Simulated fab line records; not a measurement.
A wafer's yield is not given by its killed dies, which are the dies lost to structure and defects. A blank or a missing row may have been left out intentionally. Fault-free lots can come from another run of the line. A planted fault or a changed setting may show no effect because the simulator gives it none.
The same fault as seen by 2 desks    flow sky130    what lay behind the numbers comes last; until then each desk has only its own

## FROM THE METROLOGY DESK
What the gauges read for every lot (on any tool): the sampled wafers with a number, averaged. Any lot whose mean is over 4 standard deviations away from the usual mean is out of limits and marked OUT; that distance is given in the brackets.
Columns: A = cd_nm at SKY_VT_ADJUST_HVTP_CD_MEAS_07, usual 380.0 nm; B = VT_ADJUST_HVTP_TW at SKY_VT_ADJUST_HVTP_TW_MEAS_11, usual 1357; C = VT_ADJUST_LVTN_TW at SKY_VT_ADJUST_LVTN_TW_MEAS_10, usual 240.2
lot   first seen here  A      B              C
L108  day 6 07:27      381.7  1369           239.4
L110  day 6 15:19      378.7  1368           238.6
L111  day 7 04:46      380.2  1355           242.8
L113  day 7 12:46      375.7  1342           239.6
L115  day 7 23:47      376.7  652 (-54) OUT  239.3
L117  day 8 11:52      381.9  1346           239.8
L121  day 9 13:16      376.7  650 (-54) OUT  240.0
L124  day 10 15:52     383.1  1357           239.2
L125  day 10 17:34     379.9  1373           242.3
L127  day 11 05:10     382.1  1360           239.6
L130  day 11 22:29     380.6  1369           239.1
L131  day 12 05:40     379.9  1346           238.5
Per this desk, out of limits: L115, L121; the first was L115, day 8 00:11 (VT_ADJUST_HVTP_TW at SKY_VT_ADJUST_HVTP_TW_MEAS_11). Within limits: L108, L110, L111, L113, L117, L124, L125, L127, L130, L131.

## DESK OF THE TOOL OWNER: implanter-02
The tool's own readings at SKY_VT_ADJUST_HVTP_IMPLANT_09: means of the sampled wafers that have a number, for each lot that ran on this tool. Any lot whose mean is over 4 standard deviations away from the usual mean is out of limits and marked OUT; that distance is given in the brackets.
Columns: A = beam_on_s at SKY_VT_ADJUST_HVTP_IMPLANT_09, usual 9.97 s; B = dose_ions_cm2 at SKY_VT_ADJUST_HVTP_IMPLANT_09, usual 4.3e+12; C = faraday_current_uA at SKY_VT_ADJUST_HVTP_IMPLANT_09, usual 24.3
lot   first seen here  A      B                          C
L108  day 6 07:45      9.93   4.3e+12                    24.4
L113  day 7 12:55      9.87   4.3e+12                    24.6
L115  day 7 23:56      10.03  4.3e+11 (-99 or more) OUT  2.4 (-46) OUT
L121  day 9 13:25      9.76   4.2e+11 (-99 or more) OUT  2.5 (-45) OUT
L130  day 11 22:39     10.02  4.3e+12                    24.2
L131  day 12 05:49     9.63   4.3e+12                    25.1
This desk finds L115, L121 out of limits, L115 being first, at day 7 23:56 (dose_ions_cm2 at SKY_VT_ADJUST_HVTP_IMPLANT_09). Within limits: L108, L113, L130, L131.

## ALL TOGETHER
At day 7 23:56, on L115, L121, the tool owner's desk was in a position to raise an alarm.
An alarm was possible from the metrology desk at day 8 00:11, on L115, L121.
Of the lots named, all ran SKY_VT_ADJUST_HVTP_IMPLANT_09 on implanter-02.

## WHAT HAD BEEN PUT IN BY THE SIMULATOR
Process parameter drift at SKY_VT_ADJUST_HVTP_IMPLANT_09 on implanter-02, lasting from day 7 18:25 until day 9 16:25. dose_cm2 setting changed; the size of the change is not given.
Shown lots that were struck: L115, L121.
Hours from the fault's start to each desk's first reading out of limits: the tool owner's desk, 6; the metrology desk, 6.
